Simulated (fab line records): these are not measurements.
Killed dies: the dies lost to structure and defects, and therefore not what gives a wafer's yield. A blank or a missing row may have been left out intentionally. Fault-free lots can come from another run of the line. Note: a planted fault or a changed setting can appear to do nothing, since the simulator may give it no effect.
Problem report in the 8D (eight disciplines) form, filled by code / flow sky130 / the parts of the form that need people (team, actions taken, sign-off) are left out

## 1. WHAT WENT WRONG
LOCAL_INTERCONNECT_TIN_RS at SKY_LOCAL_INTERCONNECT_RS_MEAS_01 reads a mean of 12.04 ohm/sq on 1 wafer of 1 lot; wafers without a fault read 14.11 ohm/sq with a standard deviation of 0.13. That puts it -16 standard deviations away from the usual mean.
The step: measures by four-point-probe.
Seen first at day 33 12:25 on film-metro-01, wafer L973.3. The record holds 39 wafers of 13 lots with a number at this step. Rule for "out", or "out of limits": more than 4 standard deviations from the usual mean. Any other wafer with a number is counted as sound.

## 2. WHAT IT IS, WHAT IT ISN'T
question=which readings at this step | is=LOCAL_INTERCONNECT_TIN_RS | is not=-
question=which lots | is=L973 | is not=L963, L964, L965, L966, L967, L968, L969, L971, L972, L974, L977, L986
question=which wafers of those lots | is=L973.3 | is not=L973.4, L973.6
question=read on which gauges | is=film-metro-01 | is not=film-metro-02, film-metro-03
question=when | is=from day 33 12:25 | is not=up to then (29 sound wafers); but 9 sound wafers of L974, L977, L986 came after

## 3. WHAT RULES OUT EACH SUSPECT
Counting: if a tool at a process step up to the reading ran every lot that is out, it stays a suspect. Sound lots after the first of them don't rule it out here, since some wafers of a struck lot are sound.
- the gauge at SKY_LOCAL_INTERCONNECT_RS_MEAS_01 has been ruled out. All the wafers that are out were read on film-metro-01, but those of them that SKY_LOCAL_INTERCONNECT_SPUTTER_00 has rows for are out there too, on other tools.
- plasma-asher-01 at SKY_LDD_HVN_STRIP_09 (strips in O2/N2): kept. It ran the lot that is out, L973 (day 25 02:20); its last sound lot up to then is L964 (day 20 17:10).
- plasma-asher-02 at SKY_RES_XHIGH_STRIP_08 (strips in O2/N2): kept. It ran the lot that is out, L973 (day 31 03:35); its last sound lot up to then is L967 (day 28 21:03).
- pvd-sputter-02 at SKY_LOCAL_INTERCONNECT_SPUTTER_00 (material TiN, target thk 100 nm, time 83.3 s): kept. It ran the lot that is out, L973 (day 33 12:19); its last sound lot up to then is L971 (day 32 16:20). Its own cathode-dc-power-W readings are out on those wafers.
Left after counting: plasma-asher-01 at SKY_LDD_HVN_STRIP_09, plasma-asher-02 at SKY_RES_XHIGH_STRIP_08, pvd-sputter-02 at SKY_LOCAL_INTERCONNECT_SPUTTER_00.

## 4. THE CAUSE (what the simulator had put in)
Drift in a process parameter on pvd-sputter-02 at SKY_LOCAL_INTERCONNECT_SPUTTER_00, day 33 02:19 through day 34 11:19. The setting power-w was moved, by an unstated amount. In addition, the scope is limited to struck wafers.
3 suspects survive the count, and this tool is in that group.

## 5. SEQUENCE OF EFFECTS, ordered by route
Each row: a reading whose mean over the struck wafers that have a number lies more than 3 standard deviations from the usual. Only readings whose record carries a usual standard deviation are examined. hours: median over the lots of the time between each lot's start at the first step of this table that gives one and its start at this step. sigmas: the change, counted in usual standard deviations.
hours=0; step=SKY_LOCAL_INTERCONNECT_SPUTTER_00; reading=cathode-dc-power-W; usual=6499.8 W; on struck wafers=7597.7; change=+1097.9; sigmas=+99 or more
hours=0; step=SKY_LOCAL_INTERCONNECT_RS_MEAS_01; reading=LOCAL_INTERCONNECT_TIN_RS; usual=14.11 ohm/sq; on struck wafers=12.04; change=-2.07; sigmas=-16
hours=3; step=SKY_LOCAL_INTERCONNECT_THK_MEAS_02; reading=LOCAL_INTERCONNECT_TIN_THK; usual=98.1 nm; on struck wafers=113.4; change=+15.3; sigmas=+17
hours=26; step=SKY_LOCAL_INTERCONNECT_METAL_ETCH_14; reading=oes-product-au; usual=0.941 a.u.; on struck wafers=0.987; change=+0.046; sigmas=+7.2
Process steps it contains:
- SKY_LOCAL_INTERCONNECT_SPUTTER_00: material TiN, target thk 100 nm, time 83.3 s.
- SKY_LOCAL_INTERCONNECT_METAL_ETCH_14: etches TiN in Cl2/BCl3, stops on PSG, target depth 110 nm, time 31.4 s.
At these later measuring or inspecting steps, every struck wafer for which the step has a row has a number for every such reading, and none has moved that far: SKY_CONTACT_THK_MEAS_01.

## 6. HOW IT WOULD HAVE BEEN CAUGHT EARLIER
10 hours passed between the start of the fault at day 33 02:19 and the first reading out of limits at a measuring or inspecting step in this record, taken at day 33 12:25.
At SKY_LOCAL_INTERCONNECT_SPUTTER_00, the tool's own readings (cathode-dc-power-W) were out on each struck wafer the step has a row for, so an alarm limit on them would have fired on the first such wafer.
Each of the lots that are out, 1 in all, had begun SKY_LOCAL_INTERCONNECT_SPUTTER_00 on pvd-sputter-02 no later than day 33 12:25. None of them would have been spared by holding the tool at that moment.
